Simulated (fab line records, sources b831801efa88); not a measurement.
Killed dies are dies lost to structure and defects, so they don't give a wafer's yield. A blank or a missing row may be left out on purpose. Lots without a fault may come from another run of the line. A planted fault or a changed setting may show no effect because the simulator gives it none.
fab line records | flow sky130
record lots=6 wafers=18 last_day=49
route steps=708 shown VT_ADJUST_NCORE@129 VT_ADJUST_HVTR@131 VT_ADJUST_PCH@143 SONOS_TUNNEL@154
lots that met no fault: from a run of the same line without faults
start_h: hours from the record's first day to the start of the lot's first wafer shown | wait_h: hours since the lot's step before | " the same as in the row above | L1.1+2: a row that stands for several wafers | - no value, or no start given | * or withheld: withheld | < > ~ a bound
route shown NAME@n: a module of which the file shows steps, and the number in the route of the first | usual: mean/standard deviation of fault-free wafers | same: alike in all rows | chamber/n: place in a boat | sites: the reading at each site | _std_site: their standard deviation | _edge_site: outer sites' mean less inner sites' | radius_mm: how far each site lies from the wafer's centre | mask NAME#n: copy n | behind: the tool/chamber that last shaped the wafer | hold: why the lot was held/for how many hours/how that ended | device: the transistor (n, p or np) that didn't switch | end of line: the same wafers' tests at the end of the route | a step without rows: its recipe alone | killed: dies lost to structure and defects at the first sort, not the wafer's yield | map: a wafer's dies, x killed, . not, _ none there
set.NAME: the setting as run; set.NAME@STEP: as run at that earlier step | model.NAME: the simulator's own value behind a step, which no gauge read
lots at some steps of the route; a table a step, a row a wafer
services: from which hour (start_h, from the record's first day; less than 0 if before it) a tool's chamber was out of use, for how many hours, and why
## steps
# step SKY_VT_ADJUST_NCORE_STRIP_10
# recipe chemistry=O2/N2 power_w=1400 pressure_mtorr=1500 platen_temp_c=withheld o2_flow_sccm=3000 n2_flow_sccm=300 overash_fraction=0.5
# usual chamber_pressure_mTorr=1499.9/1.4 drypump_motor_current_A=5.6/0.32 n2_flow_sccm=300.0/0.8 oes_product_au=0.715/0.0041 strip_time_to_endpoint_s=14.19/0.033
# same overash_fraction=0.5
# columns lot.wafer tool chamber start_h wait_h chamber_pressure_mTorr drypump_motor_current_A n2_flow_sccm oes_product_au rf_hours_counter_h strip_time_to_endpoint_s
L222.2 plasma_asher-03 1 187.73 0.1 1501.0 5.1 299.6 0.717 7 14.22
L222.4 " 0 " " 1499.9 5.4 300.4 0.714 - 14.26
L222.6 " 1 " " 1500.9 5.1 300.7 0.717 - 14.25
L224.1 plasma_asher-01 0 205.18 0.1 1499.3 6.1 300.7 0.711 39 14.22
L224.3 " 1 " " 1498.7 5.6 300.7 0.720 - 14.17
L224.4 " 0 " " 1501.5 6.1 299.1 0.717 - 14.18
L228.1 plasma_asher-03 0 230.75 0.1 1502.0 5.4 300.0 0.720 11 14.23
L228.4 " 1 " " 1501.6 5.1 299.8 0.720 - 14.28
L228.5 " 1 " " 1499.2 5.2 298.9 0.724 - 14.25
L229.2 plasma_asher-01 1 239.23 0.1 1497.5 5.6 299.7 0.714 42 14.19
L229.3 " 0 " " 1499.8 6.1 301.5 0.709 - 14.16
L229.4 " 1 " " 1499.0 5.6 301.1 0.718 - 14.19
L235.1 plasma_asher-04 0 288.33 0.1 1500.3 5.8 300.2 0.718 55 14.22
L235.4 " 0 " " 1500.4 5.8 299.1 0.711 - 14.22
L235.6 " 0 " " 1497.0 5.8 299.7 0.714 - 14.22
L239.1 plasma_asher-03 1 311.37 0.1 1500.6 5.2 301.0 0.712 19 14.22
L239.3 " 0 " " 1499.1 5.4 299.5 0.714 - 14.21
L239.6 " 1 " " 1501.3 5.1 299.8 0.723 - 14.21
# step SKY_VT_ADJUST_NCORE_TW_MEAS_11
# usual VT_ADJUST_NCORE_TW=219.9/1.7
# columns lot.wafer tool chamber start_h wait_h VT_ADJUST_NCORE_TW
L222.2 film_metro-04 - 187.84 0.1 219.7
L222.4 " - " " 219.5
L222.6 " - " " 219.4
L224.1 film_metro-02 - 205.28 0.1 219.3
L224.3 " - " " 218.7
L224.4 " - " " 218.9
L228.1 film_metro-02 - 230.85 0.1 219.8
L228.4 " - " " 218.4
L228.5 " - " " 219.0
L229.2 film_metro-02 - 239.34 0.1 219.1
L229.3 " - " " 218.8
L229.4 " - " " 219.4
L235.1 film_metro-01 - 288.43 0.1 221.4
L235.4 " - " " 221.5
L235.6 " - " " 222.2
L239.1 film_metro-04 - 311.47 0.1 217.4
L239.3 " - " " 218.9
L239.6 " - " " 219.2
# step SKY_VT_ADJUST_HVTR_DEHYDRATE_00
# recipe temp_c=200 time_s=60
# step SKY_VT_ADJUST_HVTR_HMDS_01
# recipe prime_time_s=60 prime_temp_c=120
# step SKY_VT_ADJUST_HVTR_COAT_02
# recipe resist=NOVOLAK spin_rpm=3000 resist_thk_nm=1140
# step SKY_VT_ADJUST_HVTR_SOFTBAKE_03
# recipe temp_c=90 time_s=60 resist=NOVOLAK
# step SKY_VT_ADJUST_HVTR_EXPOSE_04
# recipe mask_id=HVTRM target_cd_nm=380 na=0.6 source_shape=conventional sigma_outer=0.6 dose_mj=150
# step SKY_VT_ADJUST_HVTR_PEB_05
# recipe temp_c=withheld time_s=* resist=NOVOLAK
# step SKY_VT_ADJUST_HVTR_DEVELOP_06
# recipe develop_time_s=60 dev_temp_c=23
# step SKY_VT_ADJUST_HVTR_CD_MEAS_07
# recipe target_cd_nm=380
# usual cd_nm=380/3
# columns lot.wafer tool chamber start_h wait_h cd_nm
L222.2 cd_sem-01 - 206.89 0.1 385
L222.4 " - " " 385
L222.6 " - " " 384
L224.1 cd_sem-01 - 227.02 0.1 380
L224.3 " - " " 380
L224.4 " - " " 380
L228.1 cd_sem-01 - 254.01 0.1 381
L228.4 " - " " 385
L228.5 " - " " 383
L229.2 cd_sem-01 - 263.22 0.1 385
L229.3 " - " " 385
L229.4 " - " " 386
L235.1 cd_sem-02 - 313.76 0.1 379
L235.4 " - " " 380
L235.6 " - " " 381
L239.1 cd_sem-02 - 338.17 0.1 384
L239.3 " - " " 385
L239.6 " - " " 384
# step SKY_VT_ADJUST_HVTR_OVL_MEAS_08
# usual VT_ADJUST_HVTR_OVL=-1.5/1.4
# columns lot.wafer tool chamber start_h wait_h VT_ADJUST_HVTR_OVL[nm]
L222.2 overlay-01 - 206.99 0.1 -1.1
L222.4 " - " " 0.7
L222.6 " - " " 0.0
L224.1 overlay-02 - 227.14 0.1 -0.9
L224.3 " - " " -1.9
L224.4 " - " " -2.5
L228.1 overlay-01 - 254.13 0.1 -1.1
L228.4 " - " " 0.6
L228.5 " - " " -0.2
L229.2 overlay-02 - 263.32 0.1 -1.5
L229.3 " - " " -0.9
L229.4 " - " " -1.3
L235.1 overlay-02 - 313.88 0.1 -1.3
L235.4 " - " " -2.5
L235.6 " - " " -0.1
L239.1 overlay-02 - 338.29 0.1 -1.0
L239.3 " - " " -2.0
L239.6 " - " " -1.5
# step SKY_VT_ADJUST_HVTR_IMPLANT_09
# recipe species=B energy_kev=10 dose_cm2=2.1e+12 tilt_deg=withheld
# step SKY_VT_ADJUST_HVTR_STRIP_10
# recipe chemistry=O2/N2 power_w=1400 pressure_mtorr=1500 platen_temp_c=withheld o2_flow_sccm=3000 n2_flow_sccm=300 overash_fraction=0.5
# usual chamber_pressure_mTorr=1500.0/1.3 drypump_motor_current_A=5.55/0.22 n2_flow_sccm=300.1/0.9 oes_product_au=0.716/0.0044 overash_fraction=0.5/0 strip_time_to_endpoint_s=14.18/0.042
# columns lot.wafer tool chamber start_h wait_h chamber_pressure_mTorr drypump_motor_current_A n2_flow_sccm oes_product_au overash_fraction rf_hours_counter_h strip_time_to_endpoint_s model.NOVOLAK_of_VT_ADJUST_HVTR_COAT_02.thk_nm
L222.2 plasma_asher-04 0 207.17 0.1 1500.6 5.80 300.2 0.722 0.5 47 14.24 0
L222.4 " 0 " " 1500.6 5.81 299.4 0.724 0.5 - 14.21 0
L222.6 " 0 " " 1499.5 5.82 300.0 0.710 0.5 - 14.18 0
L224.1 plasma_asher-04 0 227.33 0.1 1500.3 5.80 300.1 0.710 0.5 49 14.23 0
L224.3 " 0 " " 1500.2 5.80 300.1 0.710 0.5 - 14.19 0
L224.4 " 1 " " 1499.7 5.77 299.2 0.709 0.5 - 14.20 0
L228.1 plasma_asher-03 1 254.32 0.1 - - - - - - - 1136
L228.4 " 1 " " - - - - - - - 1137
L228.5 " 1 " " - - - - - - - 1137
L229.2 plasma_asher-04 1 263.50 0.1 - - - - - - - 1136
L229.3 " 1 " " - - - - - - - 1139
L229.4 " 0 " " - - - - - - - 1140
L235.1 plasma_asher-02 1 314.07 0.1 1501.0 5.51 300.3 0.717 0.5 65 14.21 0
L235.4 " 1 " " 1500.3 5.51 300.9 0.723 0.5 - 14.16 0
L235.6 " 0 " " 1499.3 5.65 300.7 0.712 0.5 - 14.17 0
L239.1 plasma_asher-02 0 338.48 0.1 1501.3 5.65 298.6 0.712 0.5 67 14.12 0
L239.3 " 0 " " 1498.6 5.63 300.1 0.715 0.5 - 14.15 0
L239.6 " 1 " " 1498.5 5.53 300.7 0.722 0.5 - 14.13 0
# step SKY_VT_ADJUST_HVTR_TW_MEAS_11
# usual VT_ADJUST_HVTR_TW=210.9/1
# columns lot.wafer tool chamber start_h wait_h VT_ADJUST_HVTR_TW
L222.2 film_metro-04 - 207.28 0.1 210.6
L222.4 " - " " 209.6
L222.6 " - " " 210.5
L224.1 film_metro-03 - 227.43 0.1 211.6
L224.3 " - " " 211.7
L224.4 " - " " 212.6
L228.1 film_metro-03 - 254.42 0.1 212.2
L228.4 " - " " 210.7
L228.5 " - " " 211.1
L229.2 film_metro-03 - 263.61 0.1 211.0
L229.3 " - " " 211.3
L229.4 " - " " 211.7
L235.1 film_metro-02 - 314.17 0.1 211.6
L235.4 " - " " 210.1
L235.6 " - " " 212.0
L239.1 film_metro-03 - 338.58 0.1 212.4
L239.3 " - " " 212.4
L239.6 " - " " 209.6
# step SKY_VT_ADJUST_PCH_DEHYDRATE_00
# recipe temp_c=200 time_s=60
# step SKY_VT_ADJUST_PCH_HMDS_01
# recipe prime_time_s=60 prime_temp_c=120
# step SKY_VT_ADJUST_PCH_COAT_02
# recipe spin_rpm=2000 resist_thk_nm=3000
# step SKY_VT_ADJUST_PCH_SOFTBAKE_03
# recipe temp_c=110 time_s=withheld
# step SKY_VT_ADJUST_PCH_EXPOSE_04
# recipe mask_id=NWM na=0.6 source_shape=conventional sigma_outer=0.6 polarization=unpolarized target_cd_nm=840 dose_mj=255
# step SKY_VT_ADJUST_PCH_PEB_05
# recipe temp_c=115 time_s=withheld
# step SKY_VT_ADJUST_PCH_DEVELOP_06
# recipe wall_angle_deg=90 developer=TMAH develop_time_s=60 dev_temp_c=23
# step SKY_VT_ADJUST_PCH_OVL_MEAS_07
# usual VT_ADJUST_PCH_OVL=0.4/1.4
# columns lot.wafer tool chamber start_h wait_h VT_ADJUST_PCH_OVL[nm]
L222.2 overlay-02 - 229.88 - -0.5
L222.4 " - " " 2.0
L222.6 " - " " 0.6
L224.1 overlay-01 - 250.63 - -4.0
L224.3 " - " " -3.7
L224.4 " - " " -3.0
L228.1 overlay-01 - 279.45 - 0.6
L228.4 " - " " 0.7
L228.5 " - " " 0.3
L229.2 overlay-02 - 288.68 - 2.0
L229.3 " - " " 0.9
L229.4 " - " " 0.3
L235.1 overlay-01 - 341.40 - -1.2
L235.4 " - " " 1.1
L235.6 " - " " 0.2
L239.1 overlay-02 - 366.50 - 1.0
L239.3 " - " " 1.3
L239.6 " - " " 2.2
# step SKY_VT_ADJUST_PCH_IMPLANT_08
# recipe species=B energy_kev=10 dose_cm2=5e+11 tilt_deg=withheld
# step SKY_VT_ADJUST_PCH_STRIP_09
# recipe chemistry=O2/N2 power_w=1400 pressure_mtorr=1500 platen_temp_c=withheld o2_flow_sccm=3000 n2_flow_sccm=300 overash_fraction=0.5
# usual chamber_pressure_mTorr=1499.9/1.2 drypump_motor_current_A=5.55/0.26 n2_flow_sccm=300.0/0.84 oes_product_au=0.723/0.0042 strip_time_to_endpoint_s=36.93/0.12
# same overash_fraction=0.5
# columns lot.wafer tool chamber start_h wait_h chamber_pressure_mTorr drypump_motor_current_A n2_flow_sccm oes_product_au rf_hours_counter_h strip_time_to_endpoint_s
L222.2 plasma_asher-03 1 230.06 0.1 1499.5 5.14 299.8 0.717 11 37.07
L222.4 " 1 " " 1499.4 5.15 300.0 0.718 - 37.11
L222.6 " 0 " " 1499.9 5.47 300.9 0.723 - 37.09
L224.1 plasma_asher-01 0 250.81 0.1 1499.8 6.08 299.9 0.726 43 36.80
L224.3 " 1 " " 1500.8 5.61 300.0 0.716 - 36.93
L224.4 " 0 " " 1499.6 6.10 300.2 0.717 - 36.91
L228.1 plasma_asher-01 1 279.63 0.1 1500.5 5.59 300.3 0.721 46 53.64
L228.4 " 0 " " 1500.5 6.08 301.1 0.736 - 53.56
L228.5 " 1 " " 1496.8 5.57 299.5 0.735 - 53.61
L229.2 plasma_asher-02 0 288.86 0.1 1499.6 5.67 301.3 0.739 62 53.55
L229.3 " 0 " " 1500.1 5.66 299.6 0.728 - 53.56
L229.4 " 1 " " 1500.5 5.52 299.6 0.724 - 53.65
L235.1 plasma_asher-01 0 341.58 0.1 1498.1 6.10 297.6 0.719 52 37.01
L235.4 " 1 " " 1500.8 5.57 300.0 0.714 - 37.08
L235.6 " 0 " " 1499.8 6.10 300.1 0.716 - 36.89
L239.1 plasma_asher-01 0 366.69 0.1 1499.6 6.08 300.0 0.723 54 36.79
L239.3 " 1 " " 1500.3 5.61 298.4 0.723 - 36.90
L239.6 " 0 " " 1500.4 6.09 300.3 0.723 - 36.85
# step SKY_VT_ADJUST_PCH_TW_MEAS_10
# usual VT_ADJUST_PCH_TW=143.2/0.72
# columns lot.wafer tool chamber start_h wait_h VT_ADJUST_PCH_TW
L222.2 film_metro-01 - 230.17 0.1 143.0
L222.4 " - " " 143.4
L222.6 " - " " 142.6
L224.1 film_metro-03 - 250.91 0.1 142.9
L224.3 " - " " 142.7
L224.4 " - " " 142.7
L228.1 film_metro-03 - 279.73 0.1 30.1
L228.4 " - " " 30.0
L228.5 " - " " 29.9
L229.2 film_metro-01 - 288.97 0.1 30.3
L229.3 " - " " 30.2
L229.4 " - " " 30.2
L235.1 film_metro-01 - 341.68 0.1 144.8
L235.4 " - " " 144.6
L235.6 " - " " 144.4
L239.1 film_metro-03 - 366.79 0.1 143.0
L239.3 " - " " 142.9
L239.6 " - " " 142.5
# step SKY_SONOS_TUNNEL_DEHYDRATE_00
# recipe temp_c=200 time_s=60
## services
# columns tool chamber start_h hours kind
plasma_asher-02 - 228.71 2.8 pm
plasma_asher-04 - 245.45 0.6 repair
plasma_asher-03 - 320.34 0.4 repair
plasma_asher-01 - 320.75 5.1 repair
## key
first_sign step=SKY_VT_ADJUST_HVTR_STRIP_10 reading=tool_record direction=missing
effect step=SKY_VT_ADJUST_PCH_STRIP_09 reading=strip_time_to_endpoint_s direction=up sigmas=99+ usual=* struck=*
effect step=SKY_VT_ADJUST_PCH_TW_MEAS_10 reading=VT_ADJUST_PCH_TW direction=down sigmas=99+ usual=143.2 struck=30.1
model_effect step=SKY_VT_ADJUST_HVTR_STRIP_10 value=NOVOLAK_of_VT_ADJUST_HVTR_COAT_02.thk_nm without=0 struck=1137
met_at SKY_VT_ADJUST_HVTR_STRIP_10
struck_wafers L228.1,L228.4,L228.5,L229.2,L229.3,L229.4
sort_left_out L228.1,L228.4,L228.5,L229.2,L229.3,L229.4
tester_left_out L228,L229
onset_between 227.33 254.32
fault kind=skipped_step_whole tool=plasma_asher-03,plasma_asher-04 chamber=- onset_h=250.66 steps=SKY_VT_ADJUST_HVTR_STRIP_10 scope=struck_lots_only
# tester_left_out: of these lots the tester's yield and bins aren't shown, on N5 and GAA mostly nor the transistor test; their killed dies are dies lost to structure and defects alone, not to doping, threshold or leakage, so they don't give the yield
# sort_left_out: the simulated sort isn't trusted on such a fault, so these wafers' sort isn't shown, and their yield isn't known
